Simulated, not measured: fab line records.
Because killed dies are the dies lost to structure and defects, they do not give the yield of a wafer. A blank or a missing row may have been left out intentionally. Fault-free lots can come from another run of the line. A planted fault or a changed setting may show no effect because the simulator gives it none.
A lot that was struck, set against a sound lot | flow sky130 | 31 out of 708 route steps
Sound: these wafers, L212.2, L212.5, L212.6. Struck: wafers L226.3, L226.5, L226.6. The cause is named last.
Order at every step that has rows: each side's tool, ch and its chambers, its first start. Under that, the readings that differ: sound wafers | struck wafers | difference of the means | sigmas: that difference in standard deviations of wafers without a fault.
alike: words and numbers the same on both sides, and readings whose means are apart by under 2 such deviations; not compared: readings that were withheld, readings missing a value for some wafer, numbers with overlapping values and no deviation given by the record, and bounds like >300 which may hide the same value.
Wherever a step has rows on one side only, a row that says differs or no value, or a row with sigmas, the two part there. Numbers that have no deviation but don't overlap get no sigmas and don't part them. A reading that every wafer of one side lacks parts them only if that side has two wafers or more.

first, 9 steps without rows for these wafers: SKY_RES_XHIGH_IMPLANT_07; SKY_RES_XHIGH_STRIP_08 (strips in O2/N2); SKY_SD_N_DEHYDRATE_00 (time 60 s); SKY_SD_N_HMDS_01 (prime time 60 s); SKY_SD_N_COAT_02 (resist thk 1140 nm); SKY_SD_N_SOFTBAKE_03 (time 60 s); SKY_SD_N_EXPOSE_04 (exposes mask NSDM, target cd 380 nm); SKY_SD_N_PEB_05; SKY_SD_N_DEVELOP_06 (develop time 60 s).
SKY_SD_N_IMPLANT_09:
  sound on implanter-02 ch 0, day 29 01:01; struck on implanter-02 ch 0, day 33 14:45
  alike: beam on s, end station pressure torr
then, 20 steps without rows for these wafers: SKY_SD_N_IMPLANT_10; SKY_SD_N_STRIP_11 (strips in O2/N2); SKY_SD_N_CLEAN_13 (cleans in SC1/SC2, time 150 s); SKY_SD_N_RTA_14 (time 2 s); SKY_SALICIDE_CLEAN_00 (cleans in HF-last, time 30 s); SKY_LI_CONTACT_HDPCVD_00 (deposits PSG, target thk 930 nm, time 155 s); SKY_LI_CONTACT_CMP_02 (polishes PSG); SKY_LI_CONTACT_DEHYDRATE_04 (time 60 s); SKY_LI_CONTACT_HMDS_05 (prime time 60 s); SKY_LI_CONTACT_COAT_06 (resist thk 60 nm); SKY_LI_CONTACT_COAT_07 (resist thk 450 nm); SKY_LI_CONTACT_SOFTBAKE_08 (time 90 s); SKY_LI_CONTACT_EXPOSE_09 (exposes mask LICM1, target cd 170 nm); SKY_LI_CONTACT_PEB_10; SKY_LI_CONTACT_DEVELOP_11 (develop time 60 s); SKY_LI_CONTACT_ETCH_14 (etches BARC in N2/H2, stops on SiO2, time 45.9 s, target depth 60 nm); SKY_LI_CONTACT_ETCH_15 (etches PSG in C4F8/O2/Ar, stops on Si, target depth 600 nm); SKY_LI_CONTACT_STRIP_16 (strips in O2/N2); SKY_LI_CONTACT_CLEAN_17 (cleans in NMP, time 600 s); SKY_LI_CONTACT_PRE_CLEAN_18 (time 5.6 s).
-- a jump in the record: the struck wafers' starts before and after are 16 days apart (it breaks off in module LI_CONTACT and resumes in module PAD_OPEN, where the first step shown is number 708 of the route) --
SKY_PAD_OPEN_PROBE_99:
  struck on prober-01, day 49 23:24; sound on prober-02, day 46 23:34
  reading                                 | sound                         | struck                        | difference | sigmas
  model.etest.nfet_16v.r on ohm um        | 1.388e+04 1.381e+04 1.372e+04 | 1.459e+04 1.457e+04 1.471e+04 | +8.200e+02 |
  model.etest.nfet g5v0d10v5.r on ohm um  | 1826 1834 1830                | 2051 2042 2039                | +214       |
  model.etest.nfet_01v8.r on ohm um       | 833 835.2 813                 | 908.8 898.4 893               | +73.0      |
  model.etest.sonos uncharged.r on ohm um | 801.3 794.4 809.3             | 854.3 857.5 840.8             | +49.2      |
  model.etest.nfet_05v0_nvt.drive ua um   | 587.8 591.9 590.2             | 549.7 551.4 541.7             | -42.4      |
  model.etest.nfet_01v8_lvt.drive ua um   | 563.3 556.5 582.4             | 554 550.1 548.4               | -17        |
  model.etest.nfet g5v0d10v5.drive ua um  | 619.4 622.7 631.3             | 587.4 589.1 576.9             | -40.0      |
  model.etest.nfet_01v8.drive ua um       | 490.8 492.1 507.8             | 480.4 473.6 477.8             | -19.6      |
  alike: killed_at_M0_to_M3, killed_at_M4_up, killed at contacts, killed at front end, killed at other, killed dies, killed open, killed short

== WHERE THEY PART ==
Nowhere in this record.

WHY: what the simulator had put in
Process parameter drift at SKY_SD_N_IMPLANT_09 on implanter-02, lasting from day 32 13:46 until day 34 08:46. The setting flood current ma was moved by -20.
